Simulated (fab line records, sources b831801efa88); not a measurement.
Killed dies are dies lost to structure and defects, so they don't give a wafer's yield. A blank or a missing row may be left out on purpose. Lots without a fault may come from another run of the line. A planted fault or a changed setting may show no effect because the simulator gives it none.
Which tool did it? | flow sky130 | 13 lots, 39 wafers sampled, at 4 steps of a route of 708

WHAT THE GAUGES READ, wafer by wafer
SKY_NWELL_RS_MEAS_31: measures by four-point-probe. Usual: PWDE_RS 5279 ohm/sq, standard deviation 17.
lot  | measured     | on            | PWDE_RS (ohm/sq) | flag
L532 | day 5 06:08  | film_metro-02 | 5302 5294 5299   |
L533 | day 5 14:53  | film_metro-02 | 5320 5292 5298   |
L535 | day 6 09:17  | film_metro-02 | 5262 5266 5282   |
L537 | day 6 16:14  | film_metro-02 | 5240 5252 5280   |
L536 | day 6 17:08  | film_metro-01 | 5281 5279 5289   |
L543 | day 8 03:44  | film_metro-01 | 5283 5293 5283   |
L548 | day 9 07:51  | film_metro-04 | 5257 5285 5248   |
L549 | day 9 13:44  | film_metro-04 | 5255 5268 5285   |
L551 | day 10 04:13 | film_metro-04 | 5282 5280 5279   |
L552 | day 10 08:34 | film_metro-04 | 5284 5287 5272   |
L553 | day 10 15:05 | film_metro-04 | 5274 5276 5285   |
L554 | day 10 20:46 | film_metro-01 | 5265 5265 5280   |
L555 | day 11 05:53 | film_metro-01 | 5268 5262 5257   |

SKY_VT_ADJUST_NCORE_TW_MEAS_11. Usual: VT_ADJUST_NCORE_TW 221.1, standard deviation 1.1.
lot  | measured     | on            | VT_ADJUST_NCORE_TW | flag
L532 | day 8 13:17  | film_metro-03 | 222.1 222.5 222.0  |
L533 | day 8 22:44  | film_metro-04 | 221.8 221.6 220.8  |
L535 | day 9 20:22  | film_metro-02 | 222.6 222.9 221.2  |
L537 | day 10 02:54 | film_metro-02 | 219.4 220.0 219.3  |
L536 | day 10 05:04 | film_metro-04 | 220.6 221.1 220.8  |
L543 | day 11 21:23 | film_metro-04 | 221.0 221.4 221.9  |
L548 | day 13 06:28 | film_metro-02 | 222.3 221.2 221.8  |
L549 | day 13 13:05 | film_metro-04 | 219.7 220.0 218.5  |
L551 | day 14 05:51 | film_metro-04 | 222.3 222.3 222.6  |
L552 | day 14 10:54 | film_metro-02 | 220.1 220.5 219.2  |
L553 | day 14 16:58 | film_metro-04 | 222.2 222.1 221.7  |
L554 | day 15 01:38 | film_metro-02 | 220.1 218.8 220.6  |
L555 | day 15 12:43 | film_metro-03 | 219.8 219.5 219.1  |

WHICH TOOL RAN EACH LOT (tool, then ch and the chambers of the sampled wafers, then the start)
lot  | SKY_PWDE_STRIP_09                   | SKY_VT_ADJUST_LVTN_DEHYDRATE_00
L532 | plasma_asher-04 ch 0,1, day 3 18:13 | litho_track-01 ch 0, day 6 09:32
L533 | plasma_asher-04 ch 0,1, day 4 01:39 | litho_track-02 ch 0, day 6 19:03
L535 | plasma_asher-04 ch 0,1, day 4 18:45 | litho_track-01 ch 0, day 7 14:07
L537 | plasma_asher-03 ch 0,1, day 5 01:40 | litho_track-01 ch 0, day 7 20:34
L536 | plasma_asher-03 ch 0,1, day 5 02:35 | litho_track-01 ch 0, day 7 21:28
L543 | plasma_asher-03 ch 0,1, day 6 10:08 | litho_track-01 ch 0, day 9 10:52
L548 | plasma_asher-04 ch 0,1, day 7 13:21 | litho_track-03 ch 0, day 10 17:27
L549 | plasma_asher-04 ch 0,1, day 7 18:41 | litho_track-03 ch 0, day 10 23:27
L551 | plasma_asher-04 ch 1, day 8 07:58   | litho_track-03 ch 0, day 11 13:41
L552 | plasma_asher-01 ch 0,1, day 8 12:31 | litho_track-02 ch 0, day 11 18:32
L553 | plasma_asher-03 ch 0,1, day 8 18:01 | litho_track-01 ch 0, day 12 01:28
L554 | plasma_asher-01 ch 0,1, day 8 23:47 | litho_track-01 ch 0, day 12 07:44
L555 | plasma_asher-01 ch 0,1, day 9 07:39 | litho_track-01 ch 0, day 12 17:41
- SKY_PWDE_STRIP_09: strips in O2/N2.
- SKY_VT_ADJUST_LVTN_DEHYDRATE_00: time 60 s.

WHAT THE TOOLS THEMSELVES READ (means of the sampled wafers that have a number; where no wafer has one, the mark that the record gives instead)
SKY_PWDE_STRIP_09. Usual: drypump_motor_current_A 5.33 A, standard deviation 0.28; o2_flow_sccm 2998 sccm, standard deviation 10; oes_product_au 0.723 a.u., standard deviation 0.0045; strip_time_to_endpoint_s 36.98 s, standard deviation 0.1.
lot  | tool            | drypump_motor_current_A (A) | o2_flow_sccm (sccm) | oes_product_au (a.u.) | strip_time_to_endpoint_s (s) | flag
L532 | plasma_asher-04 | 5.18                        | 3000                | 0.725                 | 36.88                        |
L533 | plasma_asher-04 | 5.19                        | 3000                | 0.725                 | 37.02                        |
L535 | plasma_asher-04 | 5.29                        | 2989                | 0.722                 | 37.00                        |
L537 | plasma_asher-03 | 5.66                        | 2996                | 0.723                 | 37.03                        |
L536 | plasma_asher-03 | 5.69                        | 2990                | 0.726                 | 37.04                        |
L543 | plasma_asher-03 | 5.67                        | 3000                | 0.726                 | 37.00                        |
L548 | plasma_asher-04 | 5.27                        | 2991                | 0.722                 | 36.96                        |
L549 | plasma_asher-04 | 5.29                        | 2996                | 0.725                 | 37.04                        |
L551 | plasma_asher-04 | 5.36                        | 2991                | 0.716                 | 37.12                        |
L552 | plasma_asher-01 | 5.05                        | 2996                | 0.721                 | 36.99                        |
L553 | plasma_asher-03 | 5.67                        | 3008                | 0.721                 | 37.03                        |
L554 | plasma_asher-01 | 5.24                        | 2994                | 0.723                 | 37.02                        |
L555 | plasma_asher-01 | 5.03                        | 3005                | 0.723                 | 36.95                        |

SKY_VT_ADJUST_LVTN_DEHYDRATE_00. Usual: heater_power_total_W 160.39 W, standard deviation 0.12; plate_temp_C 200.02 C, standard deviation 0.18.
lot  | tool           | heater_power_total_W (W) | plate_temp_C (C) | flag
L532 | litho_track-01 | 160.26                   | 200.22           |
L533 | litho_track-02 | 160.42                   | 200.02           |
L535 | litho_track-01 | 160.31                   | 199.93           |
L537 | litho_track-01 | 160.27                   | 200.10           |
L536 | litho_track-01 | 157.70                   | 197.45           | OFF
L543 | litho_track-01 | 157.86                   | 197.28           | OFF
L548 | litho_track-03 | 160.40                   | 199.96           |
L549 | litho_track-03 | 160.51                   | 200.22           |
L551 | litho_track-03 | 160.39                   | 200.18           |
L552 | litho_track-02 | 160.42                   | 200.01           |
L553 | litho_track-01 | 160.34                   | 199.97           |
L554 | litho_track-01 | 160.45                   | 200.07           |
L555 | litho_track-01 | 160.37                   | 200.27           |

THE ANSWER, worked out from the rows above alone
Rule: a lot is off if the mean of its wafers that have a number lies more than 3 standard deviations from the usual mean. A lot without any number at a reading at which 4 lots or more have one is off too. The other lots that the step has rows for count as sound. The gauges are gone through in route order, then the tools' own readings, and for those a lot's mean is taken as printed above. The first step at which some lot is off is used, and at that step the reading that is off furthest; a lot without a number counts as furthest.
Off: L536, L543, at SKY_VT_ADJUST_LVTN_DEHYDRATE_00 (heater_power_total_W).
A tool fits if, at that step or a process step before it, it ran every lot that is off, and no sound lot after the first of them. None of those tried fits.

WHAT THE SIMULATOR HAD PUT IN
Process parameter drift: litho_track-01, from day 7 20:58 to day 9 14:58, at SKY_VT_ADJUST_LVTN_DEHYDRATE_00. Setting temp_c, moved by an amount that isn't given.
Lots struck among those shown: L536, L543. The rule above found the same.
